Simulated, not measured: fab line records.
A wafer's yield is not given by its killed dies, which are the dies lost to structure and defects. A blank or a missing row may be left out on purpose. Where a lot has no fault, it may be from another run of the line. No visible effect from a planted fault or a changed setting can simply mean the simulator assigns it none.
What tool caused it? ; flow sky130 ; 7 lots, 21 wafers sampled, at 4 steps of a route of 708

## WHAT THE GAUGES READ, wafer by wafer
SKY_CAP2M_OVL_MEAS_12.
lot;measured;on;CAP2M_OVL (nm)
L648;day 41 08:08;overlay-02;1.8 0.8 1.8
L650;day 42 08:10;overlay-01;0.6 -0.2 0.5
L653;day 43 09:25;overlay-01;1.2 2.5 1.1
L655;day 43 22:16;overlay-02;-0.5 1.2 -0.1
L660;day 44 23:49;overlay-01;1.1 -1.1
L664;day 46 03:49;overlay-01;1.1 -0.3 0.7
L668;day 46 22:20;overlay-01;2.4 3.3 2.8

## EACH LOT AND THE TOOL THAT RAN IT (in order: tool; ch and the chambers of the sampled wafers; start)
lot;SKY_METAL3_DESCUM_15;SKY_VIA3_CMP_24;SKY_METAL4_SPUTTER_04
L648;rie-metal-02 ch 0,1, day 39 04:06;cmp-02 ch 0,1, day 40 07:46;pvd-sputter-04, day 40 08:07
L650;rie-metal-01 ch 0,1, day 40 04:50;cmp-01 ch 1,2,3, day 41 07:54;pvd-sputter-02, day 41 08:18
L653;rie-metal-01 ch 0,1, day 41 06:37;cmp-02 ch 0,1,2, day 42 09:13;pvd-sputter-01, day 42 09:37
L655;rie-metal-04 ch 1, day 41 21:13;cmp-02 ch 0,1,2, day 42 23:38;pvd-sputter-01, day 42 23:56
L660;rie-metal-01 ch 0,1, day 42 23:22;cmp-02 ch 0,1, day 44 00:51;pvd-sputter-01, day 44 01:14
L664;rie-metal-04 ch 0,1, day 44 04:58;cmp-01 ch 1,2,3, day 45 05:40;pvd-sputter-02, day 45 06:04
L668;rie-metal-04 ch 0,1, day 45 00:38;cmp-01 ch 0,3, day 46 01:25;pvd-sputter-02, day 46 01:46
- SKY_METAL3_DESCUM_15: chemistry O2, time 8 s.
- SKY_VIA3_CMP_24: polishes, stops on SiO2, t overpolish 20 s, target thk 0 nm.
- SKY_METAL4_SPUTTER_04: material TiN, target thk 70 nm, time 58.3 s.

## THE ANSWER, worked out from the rows above alone
Rule: usual is defined by the lots themselves. Put in order of their means at a reading, lots are off if they are a third of the lots or fewer, leave a main group of 4 or more, and stand apart from it by a gap of 3 or more times the standard deviation of the main group's means; of several such gaps the widest counts. Not used: any main group whose means are identical at the precision the tables above print for the reading. Also off: a lot with no number at a reading for which 4 or more lots have one. Where the step has rows for the other lots, those lots are counted as sound.
No lot is off at any reading shown: from this, nothing can be told.

## WHAT WAS PUT IN BY THE SIMULATOR
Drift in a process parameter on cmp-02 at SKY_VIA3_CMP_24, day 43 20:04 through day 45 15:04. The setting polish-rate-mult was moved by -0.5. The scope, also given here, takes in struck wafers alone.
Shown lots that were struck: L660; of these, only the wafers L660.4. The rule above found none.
